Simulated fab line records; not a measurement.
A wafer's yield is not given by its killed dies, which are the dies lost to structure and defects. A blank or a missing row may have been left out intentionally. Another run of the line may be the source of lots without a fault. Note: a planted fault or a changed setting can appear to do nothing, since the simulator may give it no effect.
2 desks, one fault	flow sky130	every desk sees just its own numbers, and what lay behind them comes last

## THE METROLOGY DESK
Means of the sampled wafers that have a number, per lot and without regard to the tool the lot ran on: this is what the gauges read. Any lot whose mean is over 4 standard deviations away from the usual mean is out of limits and marked OUT; that distance is given in the brackets.
Columns: A = VIA1_HDPCVD_THK at SKY_VIA1_THK_MEAS_01, usual 1027 nm; B = cdNm at SKY_VIA1_CD_MEAS_12, usual 149.7 nm
lot	first seen here	A	B
L429	day 32 17:39	1021	147.4
L431	day 33 08:47	1024	150.4
L434	day 34 06:13	1019	151.3
L435	day 34 12:28	1032	152.3
L436	day 35 01:32	1033	148.9
L437	day 35 19:40	1025	148.0
L440	day 36 17:50	963 (-5.4) OUT	148.1
L441	day 36 23:42	956 (-5.9) OUT	149.9
L442	day 37 01:56	948 (-6.6) OUT	148.1
L445	day 37 22:32	1018	150.4
L451	day 39 19:01	1042	152.0
L452	day 39 22:32	1040	149.4
Per this desk, out of limits: L440, L441, L442; the first was L440, day 36 17:50 (VIA1_HDPCVD_THK at SKY_VIA1_THK_MEAS_01). L429, L431, L434, L435, L436, L437, L445, L451, L452 stayed within limits.

## TOOL OWNER'S DESK, hdpcvd-01
The tool's own readings at SKY_VIA1_HDPCVD_00 (deposits SiO2, target thk 1030 nm, time 171.7 s): means of the sampled wafers that have a number, for each lot that ran on this tool. Any lot whose mean is over 4 standard deviations away from the usual mean is out of limits and marked OUT; that distance is given in the brackets.
Columns: A = pressureMtorr at SKY_VIA1_HDPCVD_00, usual 6.004 mTorr; B = sih4FlowSccm at SKY_VIA1_HDPCVD_00, usual 59.98 sccm
lot	first seen here	A	B
L431	day 33 08:40	5.995	59.93
L434	day 34 06:05	6.003	60.18
L437	day 35 19:33	5.988	59.94
L440	day 36 17:43	6.012	56.10 (-22) OUT
L441	day 36 23:35	5.995	55.99 (-22) OUT
L442	day 37 01:49	6.007	55.93 (-22) OUT
L451	day 39 18:56	6.009	60.10
L452	day 39 22:25	5.996	59.98
Finding of this desk: L440, L441, L442 out of limits; the first was L440 at day 36 17:43, on sih4FlowSccm at SKY_VIA1_HDPCVD_00. L431, L434, L437, L451, L452 stayed within limits.

## PUT TOGETHER
The tool owner's desk could have raised an alarm at day 36 17:43, on L440, L441, L442.
Metrology desk: alarm possible at day 36 17:50 on L440, L441, L442.
Every lot named ran SKY_VIA1_HDPCVD_00 on hdpcvd-01.

## WHAT THE SIMULATOR HAD INSERTED
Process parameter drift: hdpcvd-01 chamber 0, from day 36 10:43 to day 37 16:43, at SKY_VIA1_HDPCVD_00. Setting sih4FlowSccm shifted by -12 from 60. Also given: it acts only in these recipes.
Shown lots that were struck: L440, L441, L442.
Counting hours from when the fault started, the first reading out of limits came at 7 for the tool owner's desk and at 7 for the metrology desk.
